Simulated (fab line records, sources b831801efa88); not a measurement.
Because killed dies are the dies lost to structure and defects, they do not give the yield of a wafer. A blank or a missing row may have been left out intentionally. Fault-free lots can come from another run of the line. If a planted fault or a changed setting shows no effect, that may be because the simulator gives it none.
Which tool did it? ; flow sky130 ; 15 lots, 45 wafers sampled, at 4 steps of a route of 708

## WHAT EACH GAUGE READ, for each wafer
SKY_POLY_CUT_CD_MEAS_08: the cd target is 270 nm. Usual: 270.3 nm for cd nm, sd 1.4.
lot;measured;on;cd nm (nm);flag
L532;day 24 13:58;cd sem-02;268.8 268.2 267.4;
L533;day 24 16:31;cd sem-02;267.7 267.8 269.0;
L534;day 25 06:02;cd sem-02;269.2 269.7 268.8;
L535;day 25 16:07;cd sem-01;271.7 271.3 270.0;
L536;day 25 20:20;cd sem-02;268.7 268.4 268.4;
L537;day 26 20:44;cd sem-01;270.4 269.3 270.2;
L540;day 27 12:35;cd sem-01;272.6 273.0 272.2;
L541;day 27 23:38;cd sem-01;270.1 269.2 269.4;
L542;day 28 01:48;cd sem-02;271.1 269.6 270.8;
L544;day 28 15:43;cd sem-02;270.7 269.9 271.7;
L550;day 30 15:20;cd sem-01;270.8 272.0 270.4;
L551;day 30 23:59;cd sem-02;272.3 270.4 272.3;
L552;day 31 03:58;cd sem-01;269.9 271.4 270.5;
L554;day 31 20:37;cd sem-01;270.2 272.1 269.6;
L555;day 32 03:02;cd sem-01;268.3 269.0 267.7;

SKY_SD_N_RS_MEAS_18: uses a four-point probe to measure. Usual: for RES_XHIGH_RS the level is 333.6 ohm/sq and the standard deviation is 1.2.
lot;measured;on;RES_XHIGH_RS (ohm/sq);flag
L532;day 28 07:05;film metro-02;335.0 334.8 334.2;
L533;day 28 09:29;film metro-04;334.2 332.2 333.5;
L534;day 28 22:02;film metro-04;333.2 335.3 334.3;
L535;day 29 07:35;film metro-01;334.7 334.6 334.7;
L536;day 29 11:31;film metro-02;333.2 333.3 332.7;
L537;day 30 10:43;film metro-01;334.2 332.7 334.5;
L540;day 31 02:31;film metro-02;333.4 332.1 333.0;
L541;day 31 12:22;film metro-02;333.5 334.7 335.0;
L542;day 31 14:53;film metro-01;331.5 333.8 334.0;
L544;day 32 03:42;film metro-04;332.1 331.1 332.7;
L550;day 34 03:04;film metro-04;332.2 331.6 333.1;
L551;day 34 11:40;film metro-02;334.8 333.2 334.4;
L552;day 34 14:17;film metro-04;334.0 333.0 334.2;
L554;day 35 06:46;film metro-01;335.7 333.9 335.9;
L555;day 35 12:58;film metro-01;332.1 330.1 331.9;

SKY_LI_CONTACT_CD_MEAS_12: the cd target is 170 nm. Usual: 170.4 nm for cd nm, sd 1.5.
lot;measured;on;cd nm (nm);flag
L532;day 29 11:27;cd sem-01;171.4 172.1 172.3;
L533;day 29 14:10;cd sem-01;171.6 170.9 170.5;
L534;day 30 02:32;cd sem-01;172.9 171.1 170.7;
L535;day 30 12:15;cd sem-01;168.7 170.3 169.3;
L536;day 30 16:20;cd sem-01;171.8 171.6 172.7;
L537;day 31 15:23;cd sem-02;171.2 170.6 170.6;
L540;day 32 07:07;cd sem-02;- - -;OFF
L541;day 32 15:17;cd sem-02;- - -;OFF
L542;day 32 19:33;cd sem-01;- - -;OFF
L544;day 33 07:58;cd sem-02;168.7 167.6 168.2;
L550;day 35 06:42;cd sem-01;166.8 166.9 168.3;
L551;day 35 15:51;cd sem-02;168.5 167.7 169.7;
L552;day 35 17:39;cd sem-02;170.5 170.1 170.7;
L554;day 36 09:02;cd sem-02;169.9 168.9 170.0;
L555;day 36 16:15;cd sem-02;171.3 172.6 171.5;

## TOOL THAT RAN EACH LOT (tool first, then ch and the chambers of the sampled wafers, then the start)
lot;SKY_LI_CONTACT_EXPOSE_09
L532;krf scanner-01 ch 0, day 28 22:07
L533;krf scanner-02 ch 0, day 29 00:32
L534;krf scanner-02 ch 0, day 29 12:11
L535;krf scanner-01 ch 0, day 29 22:38
L536;krf scanner-02 ch 0, day 30 02:46
L537;krf scanner-01 ch 0, day 31 00:56
L540;krf scanner-01 ch 0, day 31 17:52
L541;krf scanner-01 ch 0, day 32 02:14
L542;krf scanner-01 ch 0, day 32 05:21
L544;krf scanner-02 ch 0, day 32 19:17
L550;krf scanner-01 ch 0, day 34 17:08
L551;krf scanner-01 ch 0, day 35 02:42
L552;krf scanner-01 ch 0, day 35 05:10
L554;krf scanner-02 ch 0, day 35 20:02
L555;krf scanner-01 ch 0, day 36 03:04
- SKY_LI_CONTACT_EXPOSE_09: exposes mask LICM1, target cd 170 nm.

## WHAT THE TOOLS THEMSELVES READ (means of the sampled wafers that have a number; where no wafer has one, the mark that the record gives instead)
The record holds no such reading with a usual standard deviation.

## THE ANSWER, worked out from the rows above alone
Rule: a lot counts as off when the mean over its wafers that have a number is more than 3 standard deviations away from the usual mean. A lot without any number at a reading at which 4 lots or more have one is off too. The other lots that the step has rows for count as sound. After the gauges, taken in route order, come the tools' own readings; for these a lot's mean is taken, as printed above. At the first step where some lot is off, the reading lying furthest off is the one used; lots without a number count as furthest.
Off: L540, L541, L542, at SKY_LI_CONTACT_CD_MEAS_12 (cd nm). Without a number there: L540, L541, L542.
If a tool, at a process step before that reading, ran all the lots that are off and no sound lot after the first of them, it fits. Those tools and the gauges at SKY_LI_CONTACT_CD_MEAS_12 are tried in the same way. None of those tried fits.

## WHAT THE SIMULATOR PUT IN
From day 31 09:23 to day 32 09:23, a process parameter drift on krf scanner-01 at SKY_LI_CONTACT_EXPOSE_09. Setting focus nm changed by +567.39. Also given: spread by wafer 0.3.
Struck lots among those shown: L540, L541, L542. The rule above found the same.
